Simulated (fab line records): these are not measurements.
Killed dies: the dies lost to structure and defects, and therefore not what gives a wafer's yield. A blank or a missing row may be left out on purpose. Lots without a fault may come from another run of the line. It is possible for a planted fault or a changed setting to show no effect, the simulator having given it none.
Problem report in the 8D (eight disciplines) form, filled by code -- flow gf180mcu -- the parts of the form that need people (team, actions taken, sign-off) are left out

1. THE ISSUE
Across 6 wafers from 2 lots, MVPSD_RS at GF_VT_IMPLANT_RS_MEAS_49 averages 1038 ohm/sq, while fault-free wafers read 1167 ohm/sq with a standard deviation of 3.2. Relative to the usual mean, that is a shift of -40 standard deviations.
The step: measures by four-point-probe.
Earliest sighting: wafer L455.1 on filmMetro-02 at day 9 20:46. At this step, 36 wafers from 12 lots have a number in the record. Rule for "out", or "out of limits": more than 4 standard deviations from the usual mean. The rest of the wafers with a number are treated as sound.

2. WHAT THIS IS AND IS NOT
question,is,is not
which readings at this step,MVPSD_RS,-
which lots,"L455, L457","L448, L451, L453, L461, L462, L463, L465, L467, L468, L470"
which wafers of those lots,all that have a number,-
read on which gauges,"filmMetro-01, filmMetro-02",filmMetro-04
when,from day 9 20:46,"up to then (9 sound wafers); but 21 sound wafers of L461, L462, L463, L465, L467, L468, L470 came after"

3. THE SUSPECTS, EACH WITH WHAT RULES IT OUT
Counting: a tool stays on the suspect list if, at a process step up to the reading, it processed all lots that are out and no sound lot following the first of them.
- the gauge at GF_VT_IMPLANT_RS_MEAS_49 has been ruled out. Those wafers that are out were read across 2 gauges (filmMetro-01, filmMetro-02).
- implanter-04 at GF_MVPSD_IMPLANT_09: ruled out as a lasting fault. The sound lots L467, L468 went through it after L455, its earliest lot that is out (day 7 02:28).
Left after counting: nothing in the record.

4. THE CAUSE (what the simulator had put in)
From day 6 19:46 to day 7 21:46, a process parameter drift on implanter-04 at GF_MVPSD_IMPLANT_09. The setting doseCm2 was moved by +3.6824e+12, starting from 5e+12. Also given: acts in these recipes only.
It was ruled out by counting, in error; the rule expects a fault to strike all lots run on its tool from its start on, and this fault did not.

5. THE EFFECT CHAIN, in route order
Rows list readings where the struck wafers' mean (over those with a number) sits beyond 3 standard deviations from the usual. Only readings for which the record gives a usual standard deviation are gone through. hours: the time from each lot's start at the first step in this table that gives one to its start at this step, as a median over the lots. sigmas: the change in usual standard deviations.
hours,step,reading,usual,on struck wafers,change,sigmas
0,GF_MVPSD_IMPLANT_09,doseIonsCm2,5e+12,9e+12,+4e+12,+99 or more
0,GF_MVPSD_IMPLANT_09,faradayCurrentUA,28.2,48.7,+20.5,+39
0,GF_MVPSD_TW_MEAS_11,MVPSD_TW,557,577,+20,+3.4
67,GF_VT_IMPLANT_RS_MEAS_49,MVPSD_RS,1167 ohm/sq,1038,-129,-40
Its process steps:
- GF_MVPSD_IMPLANT_09

6. HOW IT WOULD HAVE BEEN CAUGHT EARLIER
Counted from the fault's start at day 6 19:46, it took 73 hours until the first out-of-limits reading at a measuring or inspecting step in this record, taken at day 9 20:46.
The tool's own readings at GF_MVPSD_IMPLANT_09 were out on every struck wafer that the step has a row for (doseIonsCm2, faradayCurrentUA): an alarm limit on them would have fired on the first of those.
